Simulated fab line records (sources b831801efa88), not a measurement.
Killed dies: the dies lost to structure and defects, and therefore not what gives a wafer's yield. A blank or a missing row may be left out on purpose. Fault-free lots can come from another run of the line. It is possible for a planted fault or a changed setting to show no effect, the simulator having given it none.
Matching of chambers + flow gf180mcu + 4 sister chambers for GF_V4_CMP_04 on cmp-01
The step polishes SiO2. 8 wafers are shown with their chamber, then 7 later ones without.

EACH WAFER AND ITS CHAMBER
| wafer  | chamber | motor-current-A (A) | time-to-endpoint-s (s) |
|--------|---------|---------------------|------------------------|
| L292.2 | 0       | 10.9                | 80                     |
| L292.3 | 1       | 11.9                | 77                     |
| L292.6 | 0       | 11.6                | 83                     |
| L295.2 | 1       | 11.6                | 86                     |
| L295.4 | 3       | 10.8                | 94                     |
| L295.6 | 3       | 9.9                 | 93                     |
| L298.4 | 2       | 12.7                | 83                     |
| L298.5 | 2       | 12.6                | 85                     |

WAFERS WITHOUT THEIR CHAMBER
| wafer  | motor-current-A (A) | time-to-endpoint-s (s) |
|--------|---------------------|------------------------|
| L298.6 | 12.2                | 80                     |
| L300.2 | 9.8                 | 81                     |
| L300.3 | 11.3                | 75                     |
| L300.6 | 12.4                | 84                     |
| L301.1 | 12.6                | 77                     |
| L301.2 | 10.5                | 79                     |
| L301.5 | 9.8                 | 84                     |

EACH ONE'S CHAMBER
| wafer  | from the rows above          | in truth |
|--------|------------------------------|----------|
| L298.6 | can't be placed: 1 or 2 or 0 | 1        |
| L300.2 | can't be placed: 0 or 3 or 1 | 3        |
| L300.3 | can't be placed: 0 or 1      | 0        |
| L300.6 | can't be placed: 2 or 1      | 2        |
| L301.1 | can't be placed: 2 or 1 or 0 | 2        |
| L301.2 | can't be placed: 0 or 1      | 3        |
| L301.5 | can't be placed: 3 or 0 or 1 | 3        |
Placed correctly: 0 of 7. Cannot be placed on the basis of these rows: 7; the candidates contain the true chamber in 6. Number placed wrongly: 0.
How it was worked out, from the rows above alone: a wafer's distance from a chamber is the root of the sum, over the readings, of the square of ((its reading less the chamber's mean) divided by the reading's scatter). The wafer belongs to the nearest chamber; if the next one is less than 2 further off, it can't be placed. Each chamber's mean is taken over the wafers shown for it. The scatter: take each reading less its chamber's mean, square it, sum over the shown wafers, divide by the number of wafers less the number of chambers, and take the root.
